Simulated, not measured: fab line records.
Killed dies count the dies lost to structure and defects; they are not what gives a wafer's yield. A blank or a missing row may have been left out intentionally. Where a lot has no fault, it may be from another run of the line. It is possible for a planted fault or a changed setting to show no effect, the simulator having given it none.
A single fault, viewed from 2 desks || flow sfq line || numbers are kept per desk, each desk with only its own; the story behind them comes last

## THE METROLOGY DESK
What the gauges read, lot by lot, whatever tool the lot ran on: means of the sampled wafers that have a number. Marked OUT: a lot whose mean sits more than 4 standard deviations from the usual mean, which makes it out of limits; the brackets give that distance.
Columns: A = M7_NB_RS at SFQ_M7_RS_MEAS_943, usual 0.891 ohm/sq; B = M7_OVL at SFQ_M7_OVL_MEAS_945, usual 1 nm
{"lot": "L386", "first seen here": "day 76 07:59", "A": 0.886, "B": 0}
{"lot": "L387", "first seen here": "day 76 16:50", "A": 0.903, "B": 3}
{"lot": "L398", "first seen here": "day 82 14:10", "A": 0.889, "B": "-"}
{"lot": "L399", "first seen here": "day 82 15:20", "A": 0.879, "B": "-"}
{"lot": "L404", "first seen here": "day 84 09:56", "A": 0.877, "B": -1}
{"lot": "L409", "first seen here": "day 85 08:46", "A": 0.893, "B": 0}
This desk found nothing out of limits on any of the 6 lots.

## DESK OF THE TOOL OWNER: litho track-01
At SFQ_TRILAYER_M7_LITHO_DEVELOP_179 (time 60 s), the tool's own readings, given per lot that ran on this tool as the mean of the sampled wafers with a number. Marked OUT: a lot whose mean sits more than 4 standard deviations from the usual mean, which makes it out of limits; the brackets give that distance.
Columns: A = chill plate temp C at SFQ_TRILAYER_M7_LITHO_DEVELOP_179, usual 22.99 C; B = exhaust pa at SFQ_TRILAYER_M7_LITHO_DEVELOP_179, usual 44.9 Pa
{"lot": "L386", "first seen here": "day 76 15:05", "A": 22.93, "B": 44.8}
{"lot": "L387", "first seen here": "day 76 19:08", "A": 23.03, "B": 45.4}
This desk found nothing out of limits on any of the 2 lots.

## PUT TOGETHER
From the metrology desk's view, nothing was out of limits.
The tool owner's desk saw nothing out of limits.

## WHAT THE SIMULATOR HAD PUT IN
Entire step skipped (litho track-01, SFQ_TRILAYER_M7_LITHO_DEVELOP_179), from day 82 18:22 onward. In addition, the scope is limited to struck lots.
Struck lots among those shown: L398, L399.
